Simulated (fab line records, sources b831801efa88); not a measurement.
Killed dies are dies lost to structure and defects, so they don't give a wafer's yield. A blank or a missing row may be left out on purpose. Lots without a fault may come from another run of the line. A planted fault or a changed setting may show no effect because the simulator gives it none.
Chamber matching | flow sky130 | SKY_CONTACT_ETCH_17 on rie_diel-01: 4 sister chambers
The step etches SiO2 in C4F8/O2/Ar, stops on Si3N4, target depth 340 nm. 4 wafers are shown with their chamber, then 10 later ones without.

WAFERS WITH THEIR CHAMBER
wafer  | chamber | oes_product_au (a.u.)
L086.2 | 1       | 0.892
L086.3 | 2       | 0.892
L090.1 | 0       | 0.890
L090.2 | 3       | 0.905

WAFERS WITHOUT THEIR CHAMBER
wafer  | oes_product_au (a.u.)
L090.6 | 0.889
L091.2 | 0.894
L091.4 | 0.896
L091.5 | 0.888
L092.1 | 0.891
L092.2 | 0.887
L092.4 | 0.897
L096.1 | 0.885
L096.3 | 0.895
L096.5 | 0.898

WHICH CHAMBER EACH WENT THROUGH
wafer  | from the rows above               | in truth
L090.6 | can't be placed: 0 or 1 or 2      | 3
L091.2 | can't be placed: 1 or 2 or 0      | 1
L091.4 | can't be placed: 1 or 2 or 0 or 3 | 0
L091.5 | can't be placed: 0 or 1 or 2      | 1
L092.1 | can't be placed: 0 or 1 or 2      | 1
L092.2 | can't be placed: 0 or 1 or 2      | 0
L092.4 | can't be placed: 1 or 2 or 0 or 3 | 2
L096.1 | can't be placed: 0 or 1 or 2      | 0
L096.3 | can't be placed: 1 or 2 or 0 or 3 | 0
L096.5 | can't be placed: 1 or 2 or 3 or 0 | 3
Placed correctly: 0 of 10. Can't be placed from these rows: 10 (the true chamber is among the candidates in 9). Placed wrongly: 0.
How it was worked out, from the rows above alone: a wafer's distance from a chamber is the root of the sum, over the readings, of the square of ((its reading less the chamber's mean) divided by the reading's scatter). The wafer belongs to the nearest chamber; if the next one is less than 2 further off, it can't be placed. A chamber's mean is the mean of its shown wafers. The scatter: with one shown wafer a chamber, the root of the mean of the squares of how far each hidden wafer lies from its nearest shown one.
